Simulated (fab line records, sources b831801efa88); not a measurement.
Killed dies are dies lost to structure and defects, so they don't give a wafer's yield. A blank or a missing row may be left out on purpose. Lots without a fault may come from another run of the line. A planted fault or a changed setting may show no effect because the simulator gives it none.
Which tool did it? | flow sky130 | 11 lots, 33 wafers sampled, at 3 steps of a route of 708

WHAT THE GAUGES READ, wafer by wafer
SKY_SD_P_OVL_MEAS_08. Usual: SD_P_OVL 0.0 nm, standard deviation 1.4.
lot  | measured     | on         | SD_P_OVL (nm)  | flag
L408 | day 29 04:38 | overlay-02 | -0.9 -1.9 -0.3 |
L411 | day 30 01:01 | overlay-01 | -1.6 -1.0 -1.4 |
L413 | day 30 02:03 | overlay-02 | 1.4 2.8 2.2    |
L414 | day 30 13:06 | overlay-02 | -2.1 -0.7 -2.4 |
L415 | day 30 21:11 | overlay-02 | 1.1 1.7 -1.3   |
L416 | day 31 07:37 | overlay-01 | -0.2 1.1 0.8   |
L417 | day 31 16:35 | overlay-02 | 0.4 1.2 0.6    |
L418 | day 31 18:59 | overlay-02 | 0.9 -0.4 0.8   |
L419 | day 32 01:18 | overlay-01 | -1.0 -2.3 -1.4 |
L421 | day 32 17:29 | overlay-01 | -1.0 -1.1 -0.6 |
L422 | day 33 02:11 | overlay-01 | 1.7 2.6 2.7    |

SKY_LI_CONTACT_OVL_MEAS_13. Usual: LI_CONTACT_OVL -3 nm, standard deviation 5.4.
lot  | measured     | on         | LI_CONTACT_OVL (nm) | flag
L408 | day 32 16:45 | overlay-01 | -2 -5 -4            |
L411 | day 33 12:16 | overlay-01 | -3 4 -8             |
L413 | day 33 13:46 | overlay-01 | -7 2 -2             |
L414 | day 33 23:21 | overlay-01 | -3 -4 1             |
L415 | day 34 08:51 | overlay-02 | 1 -1 -4             |
L416 | day 34 19:33 | overlay-01 | -3 -2 9             |
L417 | day 35 04:12 | overlay-01 | -6 -2 -9            |
L418 | day 35 06:30 | overlay-02 | -8 -11 1            |
L419 | day 35 12:33 | overlay-01 | 3 2 4               |
L421 | day 36 05:22 | overlay-02 | 1 -1 -2             |
L422 | day 36 14:19 | overlay-02 | -16 -6 2            |

WHICH TOOL RAN EACH LOT (tool, then ch and the chambers of the sampled wafers, then the start)
lot  | SKY_SD_N_STRIP_11
L408 | plasma_asher-04 ch 0,1, day 31 11:35
L411 | plasma_asher-04 ch 0,1, day 32 07:38
L413 | plasma_asher-02 ch 0,1, day 32 09:53
L414 | plasma_asher-01 ch 0,1, day 32 19:11
L415 | plasma_asher-01 ch 0,1, day 33 04:05
L416 | plasma_asher-04 ch 0,1, day 33 15:04
L417 | plasma_asher-02 ch 1, day 33 22:53
L418 | plasma_asher-02 ch 0, day 34 01:53
L419 | plasma_asher-04 ch 0,1, day 34 07:53
L421 | plasma_asher-02 ch 0,1, day 35 00:17
L422 | plasma_asher-01 ch 0,1, day 35 08:56
- SKY_SD_N_STRIP_11: strips in O2/N2.

WHAT THE TOOLS THEMSELVES READ (means of the sampled wafers that have a number; where no wafer has one, the mark that the record gives instead)
SKY_SD_N_STRIP_11. Usual: drypump_motor_current_A 5.8 A, standard deviation 0.58; oes_product_au 0.528 a.u., standard deviation 0.0043; strip_time_to_endpoint_s 22.53 s, standard deviation 0.042.
lot  | tool            | drypump_motor_current_A (A) | oes_product_au (a.u.) | strip_time_to_endpoint_s (s) | flag
L408 | plasma_asher-04 | 6.3                         | 0.527                 | 22.54                        |
L411 | plasma_asher-04 | 5.8                         | 0.531                 | 22.55                        |
L413 | plasma_asher-02 | 6.0                         | 0.527                 | 22.52                        |
L414 | plasma_asher-01 | 5.3                         | 0.528                 | 22.49                        |
L415 | plasma_asher-01 | 5.4                         | 0.528                 | 22.54                        |
L416 | plasma_asher-04 | 6.3                         | 0.526                 | 22.49                        |
L417 | plasma_asher-02 | 5.9                         | 0.527                 | 22.55                        |
L418 | plasma_asher-02 | 6.3                         | 0.527                 | 22.52                        |
L419 | plasma_asher-04 | 5.8                         | 0.530                 | 22.49                        |
L421 | plasma_asher-02 | 6.0                         | 0.533                 | 22.47                        |
L422 | plasma_asher-01 | 5.3                         | 0.530                 | 22.52                        |

THE ANSWER, worked out from the rows above alone
Rule: a lot is off if the mean of its wafers that have a number lies more than 3 standard deviations from the usual mean. A lot without any number at a reading at which 4 lots or more have one is off too. The other lots that the step has rows for count as sound. The gauges are gone through in route order, then the tools' own readings, and for those a lot's mean is taken as printed above. The first step at which some lot is off is used, and at that step the reading that is off furthest; a lot without a number counts as furthest.
No lot is off at any reading shown: from this, nothing can be told.

WHAT THE SIMULATOR HAD PUT IN
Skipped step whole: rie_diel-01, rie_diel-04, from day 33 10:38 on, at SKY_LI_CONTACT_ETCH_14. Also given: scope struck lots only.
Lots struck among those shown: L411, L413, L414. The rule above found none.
